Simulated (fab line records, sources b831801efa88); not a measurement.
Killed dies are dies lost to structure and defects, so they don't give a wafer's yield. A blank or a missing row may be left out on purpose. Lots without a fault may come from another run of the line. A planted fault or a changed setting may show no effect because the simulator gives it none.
A struck lot beside a sound one | flow sky130 | 14 steps out of a route of 708
Sound: wafers L654.1, L654.2, L654.5. Struck: wafers L662.1, L662.3, L662.6. The cause comes at the end.
At each step with rows: each side's tool, then ch and its chambers, then its first start. Under that, the readings that differ: sound wafers | struck wafers | difference of the means | sigmas: that difference in standard deviations of wafers without a fault.
alike: readings whose means differ by less than 2 such deviations, and words and numbers that are the same on both sides. not compared: withheld readings, readings that some wafer has no value for, bounds like >300 that may hide the same value, and numbers for which the record gives no deviation and whose values overlap.
The two part at a step that has a row with sigmas, a row that says differs or no value, or rows on one side only. Numbers that don't overlap but have no deviation are shown without sigmas and don't part them. A reading that every wafer of one side lacks parts them only if that side has two wafers or more.

first, 4 steps without rows for these wafers: SKY_METAL5_SOFTBAKE_10 (time 60 s); SKY_METAL5_EXPOSE_11 (exposes mask MM5, target cd 1600 nm); SKY_METAL5_PEB_12; SKY_METAL5_DEVELOP_13 (develop time 60 s).
SKY_METAL5_DESCUM_14: chemistry O2, time 11 s.
  sound on rie_metal-01 ch 0,1, day 45 10:04; struck on rie_metal-03 ch 1, day 47 23:23
  alike: chamber_pressure_mTorr, drypump_motor_current_A, oes_product_au
  not compared: rf_hours_counter_h
SKY_METAL5_METAL_ETCH_15: etches the open film in Cl2/BCl3, stops on SiO2, target depth 1260 nm, time 252 s.
  sound on rie_metal-01 ch 0,1, day 45 10:07; struck on rie_metal-03 ch 1, day 47 23:25
  reading               | sound             | struck            | difference | sigmas
  oes_product_au (a.u.) | 0.892 0.886 0.888 | 0.902 0.901 0.899 | +0.012     | +2
  alike: chamber_pressure_mTorr, drypump_motor_current_A, throttle_valve_pct
  not compared: rf_hours_counter_h
SKY_METAL5_STRIP_16: strips in O2/N2.
  sound on plasma_asher-03 ch 0,1, day 45 10:20; struck on plasma_asher-01 ch 1, day 47 23:39
  alike: chamber_pressure_mTorr, drypump_motor_current_A, oes_product_au, strip_time_to_endpoint_s
  not compared: rf_hours_counter_h
then, 3 steps without rows for these wafers: SKY_METAL5_STRIP_17 (strips in post etch residue remover, time 1200 s); SKY_METAL5_CLEAN_18 (cleans in IPA, time 180 s); SKY_METAL5_CLEAN_19 (cleans in O3/DIW).
SKY_PASSIVATION_CVD_00: deposits SiO2, target thk 90 nm.
  sound on pecvd-04 ch 0,2, day 45 10:56; struck on pecvd-02 ch 0,2, day 48 00:14
  alike: heater_power_w
SKY_PASSIVATION_THK_MEAS_01:
  sound on film_metro-03, day 45 10:58; struck on film_metro-04, day 48 00:16
  alike: PASSIVATION_CVD_00_THK
SKY_PASSIVATION_CVD_02: deposits Si3N4, target thk 540 nm.
  sound on pecvd-01 ch 1,2, day 45 11:01; struck on pecvd-01 ch 0,1,2, day 48 00:20
  reading                                       | sound           | struck            | difference | sigmas
  model.Si3N4_of_PASSIVATION_CVD_02.thk_nm (nm) | 535.8 527 540.4 | 964.3 967.4 986.4 | +438.3     |
  alike: heater_power_w
SKY_PASSIVATION_THK_MEAS_03:
  sound on film_metro-03, day 45 11:22; struck on film_metro-02, day 48 00:47
  reading                     | sound       | struck      | difference | sigmas
  PASSIVATION_CVD_02_THK (nm) | 536 527 541 | 964 967 985 | +437       | +68
  not compared: hold

WHERE THEY PART
First at SKY_METAL5_METAL_ETCH_15; last, within this record, at SKY_PASSIVATION_THK_MEAS_03.

WHY: what the simulator had put in
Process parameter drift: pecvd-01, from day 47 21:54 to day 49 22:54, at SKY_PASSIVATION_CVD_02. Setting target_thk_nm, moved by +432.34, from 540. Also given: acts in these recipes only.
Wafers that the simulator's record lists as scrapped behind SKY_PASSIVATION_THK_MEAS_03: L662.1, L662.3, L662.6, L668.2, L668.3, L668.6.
